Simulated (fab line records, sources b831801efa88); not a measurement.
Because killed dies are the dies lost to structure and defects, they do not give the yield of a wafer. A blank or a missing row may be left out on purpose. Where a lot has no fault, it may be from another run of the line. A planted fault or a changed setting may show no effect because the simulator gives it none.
Chamber matching | flow gf180mcu | GF_PASSIVATION_CVD_02 on pecvd-02 has 3 sister chambers
The step deposits Si3N4, target thk 700 nm, time 486.18 s. 3 wafers are shown with their chamber, then 11 later ones without.

WAFERS WITH THEIR CHAMBER
wafer  | chamber | heaterPowerW (W)
L089.4 | 2       | 613
L092.2 | 0       | 855
L093.1 | 1       | 696

WAFERS WHOSE CHAMBER IS MISSING
wafer  | heaterPowerW (W)
L093.2 | 752
L093.3 | 639
L093.4 | 749
L093.5 | 668
L093.6 | 787
L097.2 | 804
L097.3 | 702
L097.6 | 844
L096.3 | 784
L096.4 | 626
L096.5 | 850

WHICH CHAMBER EACH WENT THROUGH
wafer  | from the rows above          | in truth
L093.2 | can't be placed: 1 or 0 or 2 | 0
L093.3 | can't be placed: 2 or 1      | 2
L093.4 | can't be placed: 1 or 0 or 2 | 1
L093.5 | can't be placed: 1 or 2      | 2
L093.6 | can't be placed: 0 or 1      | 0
L097.2 | can't be placed: 0 or 1      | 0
L097.3 | can't be placed: 1 or 2      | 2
L097.6 | 0                            | 0
L096.3 | can't be placed: 0 or 1      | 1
L096.4 | can't be placed: 2 or 1      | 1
L096.5 | 0                            | 0
2 of 11 placed correctly. Cannot be placed on the basis of these rows: 9; the candidates contain the true chamber in 9. 0 placed wrongly.
How it was worked out, from the rows above alone: a wafer's distance from a chamber is the root of the sum, over the readings, of the square of ((its reading less the chamber's mean) divided by the reading's scatter). If the next closest chamber is less than 2 further off than the closest, the wafer can't be placed; otherwise it belongs to the closest. The mean given for a chamber averages the wafers shown for that chamber. The scatter: with one shown wafer a chamber, the root of the mean of the squares of how far each hidden wafer lies from its nearest shown one.
